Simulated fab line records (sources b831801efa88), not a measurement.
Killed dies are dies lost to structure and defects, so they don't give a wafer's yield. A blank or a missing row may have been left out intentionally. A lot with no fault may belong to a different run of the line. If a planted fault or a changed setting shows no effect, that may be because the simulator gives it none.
Matching of chambers | flow sky130 | wet-bench-04 running SKY_CONTACT_STRIP_20: 4 sister chambers
The step strips in post etch residue remover, time 1200 s. 4 wafers are shown with their chamber, then 7 later ones without.

EACH WAFER AND ITS CHAMBER
wafer  | chamber | bath-guard-temp-C (C)
L558.5 | 0       | 72.8
L563.5 | 2       | 73.9
L564.5 | 1       | 71.8
L566.2 | 3       | 71.6

WAFERS MISSING THEIR CHAMBER
wafer  | bath-guard-temp-C (C)
L566.5 | 72.2
L577.2 | 73.7
L577.4 | 74.1
L577.5 | 74.1
L579.3 | 72.7
L579.5 | 72.9
L579.6 | 72.9

CHAMBER TAKEN BY EACH
wafer  | from the rows above          | in truth
L566.5 | can't be placed: 1 or 0 or 3 | 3
L577.2 | 2                            | 2
L577.4 | 2                            | 2
L577.5 | 2                            | 2
L579.3 | 0                            | 0
L579.5 | 0                            | 0
L579.6 | 0                            | 0
Correctly placed: 6 of 7. These rows do not allow placing 1 (true chamber among the candidates in 1). 0 placed wrongly.
How it was worked out, from the rows above alone: a wafer's distance from a chamber is the root of the sum, over the readings, of the square of ((its reading less the chamber's mean) divided by the reading's scatter). The wafer belongs to the nearest chamber; if the next one is less than 2 further off, it can't be placed. A chamber's mean is the mean of its shown wafers. The scatter (one wafer shown for each chamber): square how far every hidden wafer sits from the nearest shown wafer, average those squares and take the square root.
